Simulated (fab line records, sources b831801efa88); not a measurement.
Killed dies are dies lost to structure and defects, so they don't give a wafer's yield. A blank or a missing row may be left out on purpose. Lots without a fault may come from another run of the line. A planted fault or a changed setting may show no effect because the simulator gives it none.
Chamber matching | flow gf180mcu | GF_SAB_CVD_00 on pecvd-04: 3 sister chambers
The step deposits SiO2 from TEOS, target thk 50 nm, time 4.9302 s. 3 wafers are shown with their chamber, then 7 later ones without.

WAFERS WITH THEIR CHAMBER
wafer  | chamber | heater_power_w (W)
L876.2 | 0       | 691
L880.2 | 1       | 763
L880.3 | 2       | 834

WAFERS WITHOUT THEIR CHAMBER
wafer  | heater_power_w (W)
L880.5 | 752
L889.2 | 671
L889.3 | 784
L889.4 | 659
L890.2 | 592
L890.3 | 727
L890.5 | 756

WHICH CHAMBER EACH WENT THROUGH
wafer  | from the rows above          | in truth
L880.5 | can't be placed: 1 or 0 or 2 | 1
L889.2 | can't be placed: 0 or 1      | 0
L889.3 | can't be placed: 1 or 2 or 0 | 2
L889.4 | can't be placed: 0 or 1      | 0
L890.2 | can't be placed: 0 or 1      | 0
L890.3 | can't be placed: 0 or 1 or 2 | 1
L890.5 | can't be placed: 1 or 0 or 2 | 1
Placed correctly: 0 of 7. Can't be placed from these rows: 7 (the true chamber is among the candidates in 7). Placed wrongly: 0.
How it was worked out, from the rows above alone: a wafer's distance from a chamber is the root of the sum, over the readings, of the square of ((its reading less the chamber's mean) divided by the reading's scatter). The wafer belongs to the nearest chamber; if the next one is less than 2 further off, it can't be placed. A chamber's mean is the mean of its shown wafers. The scatter: with one shown wafer a chamber, the root of the mean of the squares of how far each hidden wafer lies from its nearest shown one.
